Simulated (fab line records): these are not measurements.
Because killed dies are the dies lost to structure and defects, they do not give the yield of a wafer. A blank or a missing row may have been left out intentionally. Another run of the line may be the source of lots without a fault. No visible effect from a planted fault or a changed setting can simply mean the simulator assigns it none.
fab line records    flow sky130
record lots=7  wafers=21  last_day=50
route steps=708 shown RES_XHIGH@339 SD_N@342 SD_P@359 PAD_OPEN@708
lots with no fault: from the same line, run without faults
start_h: hours from the record's first day to the start of the lot's first wafer shown    wait_h: how many hours have passed since the lot's step before this one    " identical to the entry in the row above    L1.1+2: a single row standing in for several wafers    - no value present, or no start provided    * or withheld: withheld    < > ~ a bound
route shown NAME@n: NAME is a module with steps in the file, n the number in the route of the first one    usual: mean and standard deviation over wafers with no fault    same: alike in all rows    chamber/n: place in a boat    sites: the reading at each site    _std_site: the values' standard deviation    _edge_site: outer sites' mean less inner sites'    radius_mm: for every site, how far away it sits from the centre of the wafer    mask NAME#n: copy n    behind: the most recent tool/chamber to have shaped the wafer    hold: cause of the lot's hold/its duration in hours/its outcome    device: names the non-switching transistor (n, p or np)    end of line: at the end of the route, the tests of the same wafers    for a step that has no rows: nothing shown but its recipe    killed: count of dies lost to structure and defects at first sort (not the wafer's yield)    map: a wafer's dies, marking killed ones x, the rest . and places with no die _
set.NAME: setting as actually run; set.NAME@STEP: the setting as run at that earlier step    model.NAME: the simulator's own value behind a step, which no gauge read
lots seen at some steps along the route; tables by step, rows by wafer
services: a tool's chamber out of use, with start hour (start_h, from the record's first day; less than 0 if before it), hours out, and reason
## steps
# step SKY_RES_XHIGH_IMPLANT_07
# recipe species=BF2  energy_kev=20  dose_cm2=3.6e+14  tilt_deg=0
# step SKY_RES_XHIGH_STRIP_08
# recipe chemistry=O2/N2  power_w=1400  pressure_mtorr=1500  platen_temp_c=withheld  o2_flow_sccm=3000  n2_flow_sccm=300  overash_fraction=0.5
# usual drypump_motor_current_A=5.6/0.59  o2_flow_sccm=3001/8.3  oes_product_au=0.711/0.0042  strip_time_to_endpoint_s=14.26/0.037
# same overash_fraction=0.5
lot.wafer  tool             chamber  start_h  wait_h  drypump_motor_current_A  o2_flow_sccm  oes_product_au  rf_hours_counter_h  strip_time_to_endpoint_s
L516.1     plasma_asher-01  0        678.06   0.1     6.4                      3005          0.709           99                  14.29
L516.3     "                0        "        "       6.4                      3005          0.711           -                   14.27
L516.4     "                1        "        "       5.7                      3005          0.713           -                   14.26
L519.1     plasma_asher-03  1        701.73   0.1     6.4                      2995          0.705           56                  14.34
L519.4     "                1        "        "       6.3                      3003          0.714           -                   14.34
L519.6     "                1        "        "       6.3                      2998          0.706           -                   14.31
L521.4     plasma_asher-01  0        712.46   0.1     6.4                      2992          0.714           -                   14.29
L521.5     "                0        "        "       6.4                      2992          0.712           -                   14.26
L521.6     "                1        "        "       5.6                      3001          0.721           -                   14.31
L526.2     plasma_asher-01  1        756.49   0.1     5.6                      3001          0.716           1                   14.25
L526.4     "                1        "        "       5.7                      2998          0.704           -                   14.26
L526.5     "                1        "        "       5.6                      2986          0.703           -                   14.27
L528.2     plasma_asher-01  1        761.98   0.1     5.6                      2987          0.709           2                   14.24
L528.3     "                1        "        "       5.6                      2996          0.711           -                   14.25
L528.4     "                0        "        "       6.4                      2996          0.706           -                   14.22
L529.1     plasma_asher-01  0        773.96   0.1     6.4                      3010          0.712           3                   14.19
L529.4     "                1        "        "       5.6                      3016          0.717           -                   14.23
L529.5     "                1        "        "       5.6                      3020          0.702           -                   14.23
L530.1     plasma_asher-01  0        777.13   0.1     6.4                      2991          0.713           3                   14.23
L530.3     "                0        "        "       6.4                      3011          0.706           -                   14.23
L530.4     "                1        "        "       5.6                      3004          0.714           -                   14.28
# step SKY_RES_XHIGH_TW_MEAS_09
# usual RES_XHIGH_TW=1644/7.9
lot.wafer  tool           chamber  start_h  wait_h  RES_XHIGH_TW
L516.1     film_metro-02  -        678.16   0.1     1639
L516.3     "              -        "        "       1643
L516.4     "              -        "        "       1646
L519.1     film_metro-03  -        701.83   0.1     1639
L519.4     "              -        "        "       1628
L519.6     "              -        "        "       1626
L521.4     film_metro-03  -        712.56   0.1     1641
L521.5     "              -        "        "       1641
L521.6     "              -        "        "       1638
L526.2     film_metro-02  -        756.60   0.1     1634
L526.4     "              -        "        "       1640
L526.5     "              -        "        "       1634
L528.2     film_metro-01  -        762.09   0.1     1659
L528.3     "              -        "        "       1656
L528.4     "              -        "        "       1660
L529.1     film_metro-02  -        774.06   0.1     1636
L529.4     "              -        "        "       1648
L529.5     "              -        "        "       1646
L530.1     film_metro-03  -        777.23   0.1     1647
L530.3     "              -        "        "       1647
L530.4     "              -        "        "       1649
# step SKY_SD_N_DEHYDRATE_00
# recipe temp_c=200  time_s=60
# step SKY_SD_N_HMDS_01
# recipe prime_time_s=60  prime_temp_c=120
# step SKY_SD_N_COAT_02
# recipe resist=NOVOLAK  spin_rpm=3000  resist_thk_nm=1140
# step SKY_SD_N_SOFTBAKE_03
# recipe temp_c=90  time_s=60  resist=NOVOLAK
# step SKY_SD_N_EXPOSE_04
# recipe mask_id=NSDM  na=0.6  source_shape=conventional  sigma_outer=0.6  polarization=unpolarized  target_cd_nm=380  dose_mj=141
# step SKY_SD_N_PEB_05
# recipe temp_c=withheld  time_s=*  resist=NOVOLAK
# step SKY_SD_N_DEVELOP_06
# recipe resist=NOVOLAK  developer=TMAH  develop_time_s=60  dev_temp_c=23
# step SKY_SD_N_CD_MEAS_07
# recipe target_cd_nm=380
# usual cd_nm=380.8/2.1
lot.wafer  tool       chamber  start_h  wait_h  cd_nm
L516.1     cd_sem-01  -        705.66   0.1     381.8
L516.3     "          -        "        "       380.9
L516.4     "          -        "        "       382.3
L519.1     cd_sem-01  -        729.06   0.1     378.4
L519.4     "          -        "        "       379.4
L519.6     "          -        "        "       382.4
L521.4     cd_sem-01  -        739.99   0.1     381.0
L521.5     "          -        "        "       380.7
L521.6     "          -        "        "       379.4
L526.2     cd_sem-02  -        783.87   0.1     383.6
L526.4     "          -        "        "       382.8
L526.5     "          -        "        "       380.2
L528.2     cd_sem-02  -        788.58   0.1     382.5
L528.3     "          -        "        "       379.2
L528.4     "          -        "        "       380.3
L529.1     cd_sem-01  -        800.38   0.1     380.5
L529.4     "          -        "        "       379.8
L529.5     "          -        "        "       381.8
L530.1     cd_sem-01  -        803.88   0.1     382.7
L530.3     "          -        "        "       384.2
L530.4     "          -        "        "       383.4
# step SKY_SD_N_OVL_MEAS_08
# usual SD_N_OVL=-0.3/1.3
lot.wafer  tool        chamber  start_h  wait_h  SD_N_OVL[nm]
L516.1     overlay-01  -        705.78   0.1     0.0
L516.3     "           -        "        "       -0.9
L516.4     "           -        "        "       -0.9
L519.1     overlay-01  -        729.18   0.1     -1.2
L519.4     "           -        "        "       -1.7
L519.6     "           -        "        "       -1.0
L521.4     overlay-02  -        740.07   0.1     -0.3
L521.5     "           -        "        "       -0.1
L521.6     "           -        "        "       0.5
L526.2     overlay-01  -        783.99   0.1     -0.2
L526.4     "           -        "        "       -0.9
L526.5     "           -        "        "       -0.9
L528.2     overlay-01  -        788.69   0.1     -0.5
L528.3     "           -        "        "       0.9
L528.4     "           -        "        "       -1.7
L529.1     overlay-02  -        800.50   0.1     1.8
L529.4     "           -        "        "       1.9
L529.5     "           -        "        "       0.9
L530.1     overlay-01  -        804.00   0.1     -0.9
L530.3     "           -        "        "       -2.3
L530.4     "           -        "        "       -0.4
# step SKY_SD_N_IMPLANT_09
# recipe species=As  energy_kev=50  dose_cm2=4e+15  tilt_deg=0
# usual end_station_pressure_torr=1.41e-05/1.2e-06
lot.wafer  tool          chamber  start_h  wait_h  end_station_pressure_torr
L516.1     implanter-03  0        705.82   0.0     1.38e-05
L516.3     "             0        "        "       1.58e-05
L516.4     "             0        "        "       1.39e-05
L519.1     implanter-03  0        729.22   0.0     1.48e-05
L519.4     "             0        "        "       1.54e-05
L519.6     "             0        "        "       1.57e-05
L521.4     implanter-02  0        740.16   0.1     1.16e-05
L521.5     "             0        "        "       1.3e-05
L521.6     "             0        "        "       1.31e-05
L526.2     implanter-02  0        784.05   0.0     1.22e-05
L526.4     "             0        "        "       1.29e-05
L526.5     "             0        "        "       1.3e-05
L528.2     implanter-03  0        788.74   0.0     5.1e-05
L528.3     "             0        "        "       5.07e-05
L528.4     "             0        "        "       5.46e-05
L529.1     implanter-03  0        800.54   0.0     5.13e-05
L529.4     "             0        "        "       5.82e-05
L529.5     "             0        "        "       5.05e-05
L530.1     implanter-03  0        804.04   0.0     5.35e-05
L530.3     "             0        "        "       5.45e-05
L530.4     "             0        "        "       5.31e-05
# step SKY_SD_N_IMPLANT_10
# recipe species=P  energy_kev=20  dose_cm2=1e+14  tilt_deg=0
# step SKY_SD_N_STRIP_11
# recipe chemistry=O2/N2  power_w=1400  pressure_mtorr=1500  platen_temp_c=withheld  o2_flow_sccm=3000  n2_flow_sccm=300  overash_fraction=0.5
# usual drypump_motor_current_A=5.8/0.54  o2_flow_sccm=3001/9.2  oes_product_au=0.527/0.0049  strip_time_to_endpoint_s=22.56/0.041
# same overash_fraction=0.5
lot.wafer  tool             chamber  start_h  wait_h  drypump_motor_current_A  o2_flow_sccm  oes_product_au  rf_hours_counter_h  strip_time_to_endpoint_s
L516.1     plasma_asher-03  1        706.12   0.1     6.3                      2993          0.524           56                  22.54
L516.3     "                0        "        "       4.9                      2994          0.517           -                   22.58
L516.4     "                1        "        "       6.3                      2994          0.530           -                   22.56
L519.1     plasma_asher-03  0        729.52   0.1     4.9                      3007          0.525           59                  22.53
L519.4     "                0        "        "       4.9                      3006          0.524           -                   22.56
L519.6     "                1        "        "       6.3                      2994          0.530           -                   22.55
L521.4     plasma_asher-04  1        740.42   0.1     6.0                      3006          0.531           -                   22.63
L521.5     "                0        "        "       5.7                      3005          0.532           -                   22.60
L521.6     "                1        "        "       6.0                      3016          0.525           -                   22.58
L526.2     plasma_asher-04  1        784.32   0.1     6.0                      3000          0.527           96                  22.56
L526.4     "                1        "        "       6.0                      2993          0.520           -                   22.54
L526.5     "                0        "        "       5.7                      3000          0.531           -                   22.56
L528.2     plasma_asher-04  1        789.02   0.1     6.0                      2986          0.514           97                  23.13
L528.3     "                1        "        "       6.0                      2981          0.517           -                   23.12
L528.4     "                0        "        "       5.8                      3003          0.520           -                   23.13
L529.1     plasma_asher-04  1        800.84   0.1     6.0                      2993          0.523           98                  23.04
L529.4     "                0        "        "       5.8                      2994          0.524           -                   23.05
L529.5     "                1        "        "       6.0                      2991          0.518           -                   23.05
L530.1     plasma_asher-01  1        804.34   0.1     5.6                      2992          0.520           6                   23.08
L530.3     "                0        "        "       6.4                      2982          0.523           -                   23.05
L530.4     "                1        "        "       5.6                      3006          0.521           -                   23.07
# step SKY_SD_N_TW_MEAS_12
# usual SD_N_TW=3997/23
lot.wafer  tool           chamber  start_h  wait_h  SD_N_TW
L516.1     film_metro-02  -        706.22   0.1     4013
L516.3     "              -        "        "       4004
L516.4     "              -        "        "       4015
L519.1     film_metro-03  -        729.62   0.1     4014
L519.4     "              -        "        "       3984
L519.6     "              -        "        "       3991
L521.4     film_metro-03  -        740.51   0.1     3982
L521.5     "              -        "        "       4005
L521.6     "              -        "        "       3963
L526.2     film_metro-03  -        784.43   0.1     3946
L526.4     "              -        "        "       3999
L526.5     "              -        "        "       3981
L528.2     film_metro-02  -        789.13   0.1     4044
L528.3     "              -        "        "       4014
L528.4     "              -        "        "       4023
L529.1     film_metro-01  -        800.94   0.1     4031
L529.4     "              -        "        "       4042
L529.5     "              -        "        "       4015
L530.1     film_metro-01  -        804.44   0.1     4022
L530.3     "              -        "        "       4007
L530.4     "              -        "        "       4029
# step SKY_SD_N_CLEAN_13
# recipe chemistry=SC1/SC2  mix=1:4:20  temp_c=70  time_s=150  dry=n2_spin
# step SKY_SD_N_RTA_14
# recipe temp_c=1075  time_s=2  idle_temp_c=650  ramp_up_c_per_s=150  ramp_down_c_per_s=90  ambient=N2
# usual lamp_power_pct=15.73/0.053  wafer_temp_C_max=1078.0/1.5
lot.wafer  tool           chamber  start_h  wait_h  lamp_power_pct  wafer_temp_C_max
L516.1     rtp_anneal-01  0        706.33   0.0     15.71           1077.5
L516.3     "              0        "        "       15.62           1077.7
L516.4     "              0        "        "       15.70           1079.6
L519.1     rtp_anneal-02  0        729.73   0.0     15.76           1080.9
L519.4     "              0        "        "       15.72           1077.5
L519.6     "              0        "        "       15.71           1078.0
L521.4     rtp_anneal-02  0        740.63   0.0     15.74           1077.7
L521.5     "              0        "        "       15.69           1080.3
L521.6     "              0        "        "       15.77           1078.0
L526.2     rtp_anneal-02  0        784.54   0.0     15.72           1078.6
L526.4     "              0        "        "       15.79           1079.0
L526.5     "              0        "        "       15.64           1076.9
L528.2     rtp_anneal-01  0        789.24   0.0     15.75           1075.2
L528.3     "              0        "        "       15.73           1077.4
L528.4     "              0        "        "       15.77           1078.6
L529.1     rtp_anneal-02  0        801.05   0.0     15.70           1075.4
L529.4     "              0        "        "       15.64           1077.0
L529.5     "              0        "        "       15.72           1079.0
L530.1     rtp_anneal-01  0        804.55   0.0     15.83           1079.3
L530.3     "              0        "        "       15.71           1080.0
L530.4     "              0        "        "       15.71           1075.9
# step SKY_SD_N_RS_MEAS_16
# recipe thk_meas_gauge=four-point-probe
# usual SD_N_RS=68.61/0.12
lot.wafer  tool           chamber  start_h  wait_h  SD_N_RS[ohm/sq]
L516.1     film_metro-03  -        706.50   0.1     68.53
L516.3     "              -        "        "       68.59
L516.4     "              -        "        "       68.55
L519.1     film_metro-02  -        729.90   0.1     68.56
L519.4     "              -        "        "       68.41
L519.6     "              -        "        "       68.70
L521.4     film_metro-02  -        740.83   0.1     68.60
L521.5     "              -        "        "       68.74
L521.6     "              -        "        "       68.47
L526.2     film_metro-02  -        784.72   0.1     68.64
L526.4     "              -        "        "       68.67
L526.5     "              -        "        "       68.72
L528.2     film_metro-02  -        789.43   0.1     67.51
L528.3     "              -        "        "       67.54
L528.4     "              -        "        "       67.66
L529.1     film_metro-03  -        801.22   0.1     67.42
L529.4     "              -        "        "       67.50
L529.5     "              -        "        "       67.51
L530.1     film_metro-02  -        804.72   0.1     67.60
L530.3     "              -        "        "       67.44
L530.4     "              -        "        "       67.64
# step SKY_SD_N_RS_MEAS_17
# recipe thk_meas_gauge=four-point-probe
# usual SD_P_RS=147.1/0.39
lot.wafer  tool           chamber  start_h  wait_h  SD_P_RS[ohm/sq]
L516.1     film_metro-03  -        706.62   0.1     147.2
L516.3     "              -        "        "       147.0
L516.4     "              -        "        "       146.9
L519.1     film_metro-02  -        730.02   0.1     146.5
L519.4     "              -        "        "       146.7
L519.6     "              -        "        "       146.8
L521.4     film_metro-02  -        740.95   0.1     146.5
L521.5     "              -        "        "       146.6
L521.6     "              -        "        "       146.5
L526.2     film_metro-02  -        784.84   0.1     147.3
L526.4     "              -        "        "       146.8
L526.5     "              -        "        "       146.9
L528.2     film_metro-02  -        789.55   0.1     146.7
L528.3     "              -        "        "       146.8
L528.4     "              -        "        "       147.4
L529.1     film_metro-03  -        801.34   0.1     146.8
L529.4     "              -        "        "       147.0
L529.5     "              -        "        "       146.8
L530.1     film_metro-02  -        804.84   0.1     147.0
L530.3     "              -        "        "       147.0
L530.4     "              -        "        "       146.9
# step SKY_PAD_OPEN_PROBE_99
# usual killed_at_M0_to_M3=43/7  killed_at_M4_up=3.1/1.9  killed_at_contacts=25/6.1  killed_at_front_end=15/4.5  killed_at_other=0.3/0.55  killed_dies=87/8.9  killed_open=47/6.4  killed_short=40/6.6
# same gross_dies=492  killed_at_back_side=0
lot.wafer  tool       chamber  start_h  wait_h  killed_at_M0_to_M3  killed_at_M4_up  killed_at_contacts  killed_at_front_end  killed_at_other  killed_dies  killed_open  killed_short  model.etest.res_ndiff_hv.rs_ohm_sq  model.etest.res_ndiff.rs_ohm_sq
L516.1     prober-02  -        1121.72  0.1     42                  4                21                  22                   0                89           47           42            114.4                               119.5
L516.3     prober-02  -        1121.82  0.2     45                  4                31                  22                   1                103          60           43            114.2                               118.5
L516.4     prober-02  -        1121.87  0.2     43                  5                31                  14                   1                94           48           46            113.5                               119.3
L519.1     prober-01  -        1137.51  0.1     54                  1                25                  17                   1                98           52           46            113.9                               119.3
L519.4     prober-01  -        1137.66  0.2     44                  3                23                  16                   1                87           52           35            113.9                               119.3
L519.6     prober-01  -        1137.76  0.2     48                  6                20                  14                   0                88           44           44            113.9                               119
L521.4     prober-01  -        1146.17  0.2     41                  4                24                  23                   1                93           45           46            115.5                               122.8
L521.5     prober-01  -        1146.22  0.2     48                  2                14                  18                   2                84           40           40            115.3                               123
L521.6     prober-01  -        1146.27  0.2     43                  2                31                  12                   1                89           49           38            114.8                               122.3
L528.2     prober-01  -        1178.44  0.1     32                  2                28                  20                   0                82           53           29            110.5                               115
L528.3     prober-01  -        1178.49  0.2     45                  3                37                  11                   0                96           61           33            110.2                               116.7
L528.4     prober-01  -        1178.54  0.2     33                  4                28                  15                   0                80           41           36            109.5                               114.9
L526.2     prober-02  -        1178.61  0.1     47                  2                14                  26                   0                89           53           36            115.1                               120.3
L526.4     prober-02  -        1178.71  0.2     34                  6                29                  17                   0                86           46           40            114.3                               120
L526.5     prober-02  -        1178.76  0.2     39                  2                37                  18                   0                96           47           49            114.5                               119.9
L529.1     prober-01  -        1185.26  0.1     53                  1                21                  18                   0                93           50           43            111.1                               117.4
L529.4     prober-01  -        1185.41  0.2     47                  0                27                  20                   1                95           47           48            111.4                               117.2
L529.5     prober-01  -        1185.46  0.2     48                  3                22                  11                   0                84           43           41            111.3                               117.6
L530.1     prober-02  -        1187.93  0.1     47                  2                22                  15                   1                87           46           41            111.4                               117.2
L530.3     prober-02  -        1188.03  0.2     46                  1                28                  12                   0                87           45           42            111.5                               116.8
L530.4     prober-02  -        1188.08  0.2     47                  2                23                  14                   0                86           44           42            110.2                               117.2
# killed by level:class
L516.1 CONTACT:geometric_particle:open=12 FIELD_ISO:geometric_particle:short=9 METAL1:geometric_particle:short=8 FIELD_ISO:geometric_particle:open=7 VIA2:geometric_particle:open=6 VIA1:geometric_particle:short=6 VIA1:geometric_particle:open=6 VIA3:geometric_particle:open=4
L516.3 LI_CONTACT:geometric_particle:open=13 CONTACT:geometric_particle:open=10 VIA1:geometric_particle:open=9 FIELD_ISO:geometric_particle:short=7 CONTACT:geometric_particle:short=6 METAL1:geometric_particle:short=6 POLY_GATE:geometric_particle:open=5 METAL2:geometric_particle:open=5
L516.4 LI_CONTACT:geometric_particle:open=9 VIA2:geometric_particle:open=9 LOCAL_INTERCONNECT:geometric_particle:short=8 FIELD_ISO:geometric_particle:short=6 VIA1:geometric_particle:open=6 CONTACT:geometric_particle:open=6 METAL1:geometric_particle:short=6 VIA1:geometric_particle:short=4
L519.1 CONTACT:geometric_particle:open=11 VIA1:geometric_particle:open=10 METAL2:geometric_particle:short=9 VIA3:geometric_particle:open=8 VIA2:geometric_particle:open=7 FIELD_ISO:geometric_particle:short=6 LI_CONTACT:geometric_particle:open=6 METAL1:geometric_particle:short=5
L519.4 VIA1:geometric_particle:open=10 VIA2:geometric_particle:open=10 CONTACT:geometric_particle:open=9 CONTACT:geometric_particle:short=8 VIA3:geometric_particle:open=5 FIELD_ISO:geometric_particle:open=4 METAL2:geometric_particle:short=4 VIA2:geometric_particle:short=4
L519.6 VIA1:geometric_particle:open=22 CONTACT:geometric_particle:open=7 FIELD_ISO:geometric_particle:short=6 METAL1:geometric_particle:short=5 METAL2:geometric_particle:short=5 METAL4:geometric_particle:short=5 LOCAL_INTERCONNECT:geometric_particle:short=4 VIA1:geometric_particle:short=4
L521.4 FIELD_ISO:geometric_particle:short=8 CONTACT:geometric_particle:open=7 VIA3:geometric_particle:open=7 LI_CONTACT:geometric_particle:open=5 METAL1:geometric_particle:short=5 METAL2:geometric_particle:short=5 FIELD_ISO:geometric_particle:open=4 LI_CONTACT:geometric_particle:short=4
L521.5 VIA2:geometric_particle:open=13 METAL2:geometric_particle:short=9 VIA1:geometric_particle:open=7 POLY_GATE:geometric_particle:open=6 VIA3:geometric_particle:open=4 POLY_GATE:geometric_particle:short=4 CONTACT:geometric_particle:short=4 METAL1:geometric_particle:short=4
L521.6 CONTACT:geometric_particle:open=15 VIA1:geometric_particle:open=11 METAL2:geometric_particle:short=6 VIA2:geometric_particle:open=5 VIA1:geometric_particle:short=5 FIELD_ISO:geometric_particle:short=4 LI_CONTACT:geometric_particle:open=4 LOCAL_INTERCONNECT:geometric_particle:short=4
L528.2 CONTACT:geometric_particle:open=16 FIELD_ISO:geometric_particle:open=8 VIA1:geometric_particle:open=8 VIA1:geometric_particle:short=5 FIELD_ISO:geometric_particle:short=4 METAL2:geometric_particle:short=4 POLY_GATE:geometric_particle:open=4 VIA3:geometric_particle:open=4
L528.3 CONTACT:geometric_particle:open=17 VIA1:geometric_particle:open=11 VIA2:geometric_particle:open=10 VIA3:geometric_particle:open=8 LOCAL_INTERCONNECT:geometric_particle:short=7 METAL2:geometric_particle:short=7 LI_CONTACT:geometric_particle:open=6 VIA1:geometric_particle:short=4
L528.4 CONTACT:geometric_particle:open=13 VIA1:geometric_particle:open=7 METAL1:geometric_particle:short=6 LI_CONTACT:geometric_particle:open=6 CONTACT:geometric_particle:short=6 VIA3:geometric_particle:open=6 FIELD_ISO:geometric_particle:short=5 METAL2:geometric_particle:short=5
L526.2 VIA1:geometric_particle:open=12 VIA2:geometric_particle:open=11 VIA1:geometric_particle:short=7 CONTACT:geometric_particle:open=6 FIELD_ISO:geometric_particle:open=6 POLY_GATE:geometric_particle:open=6 FIELD_ISO:geometric_particle:short=5 POLY_GATE:geometric_particle:short=5
L526.4 CONTACT:geometric_particle:open=13 VIA1:geometric_particle:open=9 FIELD_ISO:geometric_particle:open=6 CONTACT:geometric_particle:short=6 METAL4:geometric_particle:short=6 FIELD_ISO:geometric_particle:short=5 LI_CONTACT:geometric_particle:open=5 VIA2:geometric_particle:open=5
L526.5 CONTACT:geometric_particle:open=14 VIA2:geometric_particle:open=8 METAL2:geometric_particle:short=8 VIA1:geometric_particle:open=7 LI_CONTACT:geometric_particle:short=6 LI_CONTACT:geometric_particle:open=6 CONTACT:geometric_particle:short=6 FIELD_ISO:geometric_particle:short=5
L529.1 VIA3:geometric_particle:open=13 CONTACT:geometric_particle:open=10 METAL2:geometric_particle:short=10 VIA1:geometric_particle:open=7 VIA2:geometric_particle:open=7 FIELD_ISO:geometric_particle:short=6 LI_CONTACT:geometric_particle:open=5 POLY_GATE:geometric_particle:short=4
L529.4 VIA1:geometric_particle:open=13 CONTACT:geometric_particle:open=8 POLY_GATE:geometric_particle:open=6 LOCAL_INTERCONNECT:geometric_particle:short=6 VIA3:geometric_particle:open=6 METAL1:geometric_particle:short=6 METAL2:geometric_particle:short=6 VIA1:geometric_particle:short=5
L529.5 CONTACT:geometric_particle:open=11 VIA1:geometric_particle:open=10 VIA3:geometric_particle:open=9 VIA2:geometric_particle:open=6 METAL1:geometric_particle:short=6 POLY_GATE:geometric_particle:short=5 METAL2:geometric_particle:short=5 VIA1:geometric_particle:short=4
L530.1 VIA1:geometric_particle:open=17 LOCAL_INTERCONNECT:geometric_particle:short=7 FIELD_ISO:geometric_particle:open=6 METAL1:geometric_particle:short=6 VIA2:geometric_particle:open=6 LI_CONTACT:geometric_particle:open=4 VIA1:geometric_particle:short=4 LI_CONTACT:geometric_particle:short=3
L530.3 VIA1:geometric_particle:open=11 LOCAL_INTERCONNECT:geometric_particle:short=8 LI_CONTACT:geometric_particle:open=7 CONTACT:geometric_particle:open=7 VIA1:geometric_particle:short=7 VIA2:geometric_particle:open=7 METAL2:geometric_particle:short=6 METAL1:geometric_particle:short=6
L530.4 VIA3:geometric_particle:open=11 VIA2:geometric_particle:open=9 CONTACT:geometric_particle:open=8 CONTACT:geometric_particle:short=6 METAL1:geometric_particle:short=6 VIA1:geometric_particle:short=6 FIELD_ISO:geometric_particle:short=4 FIELD_ISO:geometric_particle:open=4
## services
tool             chamber  start_h  hours  kind
implanter-02     -        674.84   3.0    repair
plasma_asher-01  -        733.75   9.0    pm
plasma_asher-01  0        733.75   9.0    vent_cycle
plasma_asher-01  1        733.75   9.0    vent_cycle
plasma_asher-01  0        742.75   -      clean
plasma_asher-01  1        742.75   -      clean
implanter-02     -        762.55   5.2    pm
implanter-03     -        785.79   1.7    repair
plasma_asher-03  -        799.25   2.8    pm
## key
first_sign step=SKY_SD_N_IMPLANT_09  reading=end_station_pressure_torr  direction=up  sigmas=32  usual=1.41e-05  struck=5.31e-05
effect step=SKY_SD_N_STRIP_11  reading=strip_time_to_endpoint_s  direction=up  sigmas=13  usual=*  struck=*
effect step=SKY_SD_N_RS_MEAS_16  reading=SD_N_RS  direction=down  sigmas=9.3  usual=68.61  struck=67.54
model_effect step=SKY_PAD_OPEN_PROBE_99  value=etest.res_ndiff_hv.rs_ohm_sq  without=114.3  struck=110.8
met_at SKY_SD_N_IMPLANT_09
struck_wafers L528.2,L528.3,L528.4,L529.1,L529.4,L529.5,L530.1,L530.3,L530.4
tester_left_out L528,L529,L530
onset_between 729.22 788.74
fault kind=process_parameter_drift  tool=implanter-03  chamber=-  onset_h=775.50  steps=SKY_SD_N_IMPLANT_09  channel=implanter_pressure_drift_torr  offset=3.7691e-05  shape=step  end_h=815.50
fault kind=process_parameter_drift  tool=implanter-03  chamber=-  onset_h=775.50  steps=SKY_SD_N_IMPLANT_09  channel=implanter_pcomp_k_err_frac  offset=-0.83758  shape=step  end_h=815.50
# tester_left_out: of these lots the tester's yield and bins aren't shown, on N5 and GAA mostly nor the transistor test; their killed dies are dies lost to structure and defects alone, not to doping, threshold or leakage, so they don't give the yield
